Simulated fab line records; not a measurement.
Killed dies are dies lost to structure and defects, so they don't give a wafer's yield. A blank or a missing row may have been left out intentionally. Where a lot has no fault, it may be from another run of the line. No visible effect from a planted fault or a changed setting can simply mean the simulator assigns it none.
A single fault, viewed from 2 desks ; flow sky130 ; each desk holds nothing but its own numbers, with what lay behind them at the end

== FOR THE TOOL OWNER'S DESK: rie-diel-02 ==
The tool's own readings at SKY_POLY_CUT_ETCH_11 (etches Si3N4 in CF4/CH2F2/Ar, stops on poly-Si, time 42.5 s, target depth 60 nm): means of the sampled wafers that have a number, for each lot that ran on this tool. Marked OUT: a lot whose mean sits more than 4 standard deviations from the usual mean, which makes it out of limits; the brackets give that distance.
Columns: A = cf4-flow-sccm at SKY_POLY_CUT_ETCH_11, usual 40.00 sccm; B = drypump-motor-current-A at SKY_POLY_CUT_ETCH_11, usual 5.9 A; C = oes-product-au at SKY_POLY_CUT_ETCH_11, usual 0.828 a.u.; D = run-length-s at SKY_POLY_CUT_ETCH_11, usual 70.7 s; E = throttle-valve-pct at SKY_POLY_CUT_ETCH_11, usual 14.995 %
lot;first seen here;A;B;C;D;E
L840;day 25 18:58;40.04;6.2;0.820;70.9;14.989
L841;day 26 01:11;40.08;6.3;0.762 (-11) OUT;78.8 (+20) OUT;14.987
L842;day 26 21:30;40.10;6.0;0.751 (-13) OUT;79.2 (+21) OUT;14.986
This desk's finding: out of limits on L841, L842; first on L841, day 26 01:11 (oes-product-au at SKY_POLY_CUT_ETCH_11). In limits: L840.

== FROM THE METROLOGY DESK ==
What the gauges read, lot by lot, whatever tool the lot ran on: means of the sampled wafers that have a number. Marked OUT: a lot whose mean sits more than 4 standard deviations from the usual mean, which makes it out of limits; the brackets give that distance.
Columns: A = cd-nm at SKY_POLY_CUT_CD_MEAS_08, usual 270.2 nm; B = POLY_CUT_OVL at SKY_POLY_CUT_OVL_MEAS_09, usual 1 nm
lot;first seen here;A;B
L837;day 23 17:04;270.5;4
L840;day 25 18:46;270.7;3
L841;day 26 00:59;270.1;3
L842;day 26 21:19;272.1;-7
L852;day 29 13:25;267.7;1
L858;day 31 12:29;270.9;1
This desk's verdict: no lot among the 6 shows anything out of limits.

== TAKEN TOGETHER ==
At day 26 01:11, on L841, L842, the tool owner's desk was in a position to raise an alarm.
At the metrology desk, nothing out of limits was observed.
The metrology desk has L841, L842 on record, within its limits.
SKY_POLY_CUT_ETCH_11 was run on rie-diel-02 by each of the lots named.

== WHAT HAD BEEN PUT IN BY THE SIMULATOR ==
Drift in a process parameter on rie-diel-02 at SKY_POLY_CUT_ETCH_11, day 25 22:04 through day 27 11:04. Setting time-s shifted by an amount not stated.
Shown lots that were struck: L841, L842.
Each desk's first reading out of limits, in hours after the fault started: the tool owner's desk, 3.
